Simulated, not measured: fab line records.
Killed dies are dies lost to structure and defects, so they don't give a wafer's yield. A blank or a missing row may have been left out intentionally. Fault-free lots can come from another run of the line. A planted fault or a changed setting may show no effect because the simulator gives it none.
Check for tools in common + flow gf180mcu + Sample size 13 lots and 39 wafers

THE REASON FOR OPENING IT
GF_VT_IMPLANT_RS_MEAS_48, reading LVPWELL_RS: flagged on 2 of 13 lots. No-fault wafers: 1197 ohm/sq, standard deviation 3.3.
Rule: a lot is flagged in two cases, either no wafer of it has a number, or all its wafers with numbers fall more than 4 standard deviations from that mean. As for the other lots, they are considered sound.

| lot  | measured     | on            | LVPWELL_RS (ohm/sq), wafer by wafer | flag    |
|------|--------------|---------------|-------------------------------------|---------|
| L863 | day 7 10:20  | film_metro-03 | 1197 1195 1199                      |         |
| L864 | day 7 19:53  | film_metro-02 | 1189 1192 1191                      |         |
| L866 | day 8 05:15  | film_metro-03 | 1200 1195 1195                      |         |
| L870 | day 9 06:01  | film_metro-04 | 1195 1197 1196                      |         |
| L871 | day 9 14:59  | film_metro-04 | 1198 1200 1198                      |         |
| L872 | day 9 22:00  | film_metro-03 | 1193 1194 1196                      |         |
| L873 | day 10 04:31 | film_metro-03 | 1168 1168 1168                      | FLAGGED |
| L874 | day 10 16:14 | film_metro-03 | 1172 1177 1173                      | FLAGGED |
| L878 | day 11 15:35 | film_metro-03 | 1191 1192 1190                      |         |
| L879 | day 12 03:22 | film_metro-04 | 1201 1200 1202                      |         |
| L883 | day 13 08:49 | film_metro-02 | 1200 1200 1198                      |         |
| L885 | day 14 02:56 | film_metro-03 | 1195 1195 1196                      |         |
| L886 | day 14 15:29 | film_metro-02 | 1197 1200 1194                      |         |
The numbers of the flagged lots are 1171 ohm/sq on average: -26 ohm/sq against the usual, or -8 standard deviations.

WHICH TOOL EACH LOT WENT THROUGH
The record holds 1 process step before the reading, out of a route of 602 steps. Read each cell as the tool, then ch plus the chambers that the sampled wafers visited, then the start.
| lot  | flag    | GF_LVPWELL_IMPLANT_08          |
|------|---------|--------------------------------|
| L863 |         | implanter-02 ch 0, day 3 20:22 |
| L864 |         | implanter-02 ch 0, day 4 04:07 |
| L866 |         | implanter-04 ch 0, day 4 13:28 |
| L870 |         | implanter-01 ch 0, day 5 10:58 |
| L871 |         | implanter-04 ch 0, day 5 18:28 |
| L872 |         | implanter-01 ch 0, day 5 23:19 |
| L873 | FLAGGED | implanter-01 ch 0, day 6 05:05 |
| L874 | FLAGGED | implanter-01 ch 0, day 6 13:41 |
| L878 |         | implanter-02 ch 0, day 7 09:23 |
| L879 |         | implanter-02 ch 0, day 7 16:05 |
| L883 |         | implanter-04 ch 0, day 8 17:26 |
| L885 |         | implanter-02 ch 0, day 9 06:59 |
| L886 |         | implanter-02 ch 0, day 9 19:43 |
These steps, and what they do:
- GF_LVPWELL_IMPLANT_08
- GF_VT_IMPLANT_RS_MEAS_48: measures by four-point-probe.

FLAGGED OVER TOTAL, TOOL BY TOOL (the gauges that took the reading come last)
| step                     | tool          | lots run | flagged | share of the flagged lots | sound lots run after its first flagged lot |
|--------------------------|---------------|----------|---------|---------------------------|--------------------------------------------|
| GF_LVPWELL_IMPLANT_08    | implanter-01  | 4        | 2       | all                       | 0                                          |
| GF_LVPWELL_IMPLANT_08    | implanter-02  | 6        | 0       | none                      | -                                          |
| GF_LVPWELL_IMPLANT_08    | implanter-04  | 3        | 0       | none                      | -                                          |
| GF_VT_IMPLANT_RS_MEAS_48 | film_metro-02 | 3        | 0       | none                      | -                                          |
| GF_VT_IMPLANT_RS_MEAS_48 | film_metro-03 | 7        | 2       | all                       | 2 (L878,L885)                              |
| GF_VT_IMPLANT_RS_MEAS_48 | film_metro-04 | 3        | 0       | none                      | -                                          |

WHAT THE TABLE PERMITS
In 2 table rows, all flagged lots were run: implanter-01 (GF_LVPWELL_IMPLANT_08), film_metro-03 (GF_VT_IMPLANT_RS_MEAS_48).
- implanter-01 at GF_LVPWELL_IMPLANT_08 ran 4 lots, 2 of them flagged. Its last sound lot is L872 (day 5 23:19), its first flagged lot L873 (day 6 05:05): a fault that began between those two fits. Its own readings lie more than 4 standard deviations out on every wafer of the flagged lots: dose_ions_cm2.
- film_metro-03 at GF_VT_IMPLANT_RS_MEAS_48 ran 7 lots, 2 of them flagged. Lots that were sound ran on it after the first flagged one (L878, L885); a persistent fault on the entire tool would not allow that.
What remains is a single tool, implanter-01 at GF_LVPWELL_IMPLANT_08.

WHAT HAD BEEN PUT IN BY THE SIMULATOR
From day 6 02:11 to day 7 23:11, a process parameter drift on implanter-01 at GF_LVPWELL_IMPLANT_08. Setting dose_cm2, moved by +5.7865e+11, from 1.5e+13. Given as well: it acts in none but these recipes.
Lots struck among those shown: L873, L874. The rule above reached the same finding.
